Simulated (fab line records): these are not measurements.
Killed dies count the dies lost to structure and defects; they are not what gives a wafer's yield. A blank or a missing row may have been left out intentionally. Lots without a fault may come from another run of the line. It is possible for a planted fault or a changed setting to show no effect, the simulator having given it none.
Problem report, 8D (eight disciplines) form, completed by code    flow gf180mcu    the parts of the form that need people (team, actions taken, sign-off) are left out

== 1. WHAT IS WRONG ==
STI_CVD_03_THK at GF_STI_THK_MEAS_04 reads a mean of 218.7 nm on 3 wafers of 1 lot; wafers without a fault read 207.1 nm with a standard deviation of 1.8. That is +6.5 standard deviations from the usual mean.
Earliest sighting: wafer L644.4 on film_metro-01 at day 4 01:43. The record has a number at this step for 36 wafers belonging to 12 lots. Rule for "out", or "out of limits": more than 4 standard deviations from the usual mean. All remaining wafers that have a number are taken as sound.

== 2. WHAT IT IS, WHAT IT ISN'T ==
question                     is                      is not
which readings at this step  STI_CVD_03_THK          -
which lots                   L644                    L632, L633, L634, L635, L636, L637, L638, L648, L651, L654, L655
which wafers of those lots   all that have a number  -
read on which gauges         film_metro-01           film_metro-02, film_metro-04
when                         from day 4 01:43        up to then (21 sound wafers); but 12 sound wafers of L648, L651, L654, L655 came after

== 3. THE SUSPECTS, EACH WITH WHAT RULES IT OUT ==
Counting: a tool stays on the suspect list if, at a process step up to the reading, it processed all lots that are out and no sound lot following the first of them.
- the gauge at GF_STI_THK_MEAS_04: ruled out. All the wafers that are out were read on film_metro-01, but those of them that GF_STI_CVD_03 has rows for are out there too, on other tools.
- lpcvd-01 at GF_STI_CVD_03 (deposits Si3N4 from DCS/NH3, target thk 207.16 nm, time 3551 s): ruled out as a lasting fault. The sound lots L648 went through it after L644, its earliest lot that is out (day 3 23:41).
Left after counting: nothing in the record.

== 4. THE CAUSE (what the simulator had put in) ==
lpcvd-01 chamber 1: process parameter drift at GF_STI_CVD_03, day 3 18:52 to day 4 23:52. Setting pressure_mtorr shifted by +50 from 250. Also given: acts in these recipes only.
It was ruled out by counting, in error; the rule expects a fault to strike all lots run on its tool from its start on, and this fault did not.

== 5. THE EFFECT CHAIN, in route order ==
One row per reading whose mean, taken over the struck wafers that have a number, lies over 3 standard deviations from the usual. Only readings for which the record gives a usual standard deviation are gone through. hours: the time from each lot's start at the first step in this table that gives one to its start at this step, as a median over the lots. sigmas: the change in usual standard deviations.
hours  step                reading         usual        on struck wafers  change  sigmas
0      GF_STI_CVD_03       pressure_mtorr  249.9 mTorr  300.7             +50.8   +94
2      GF_STI_THK_MEAS_04  STI_CVD_03_THK  207.1 nm     218.7             +11.6   +6.5
16     GF_STI_ETCH_13      oes_product_au  0.833 a.u.   0.859             +0.026  +4.6
Its process steps:
- GF_STI_CVD_03: deposits Si3N4 from DCS/NH3, target thk 207.16 nm, time 3551 s.
- GF_STI_ETCH_13: etches the open film in CHF3/O2, stops on Si, target depth 282.31 nm, time 112.9 s.
Later steps that measure or inspect, where all struck wafers having a row at the step show a number for every such reading and not one has moved that far: GF_HV_LDD_OVL_MEAS_47, GF_HV_LDD_RS_MEAS_53, GF_HV_LDD_THK_MEAS_57.

== 6. HOW IT WOULD HAVE BEEN CAUGHT EARLIER ==
Counted from the fault's start at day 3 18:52, it took 7 hours until the first out-of-limits reading at a measuring or inspecting step in this record, taken at day 4 01:43.
At GF_STI_CVD_03, the tool's own readings (pressure_mtorr) were out on each struck wafer the step has a row for, so an alarm limit on them would have fired on the first such wafer.
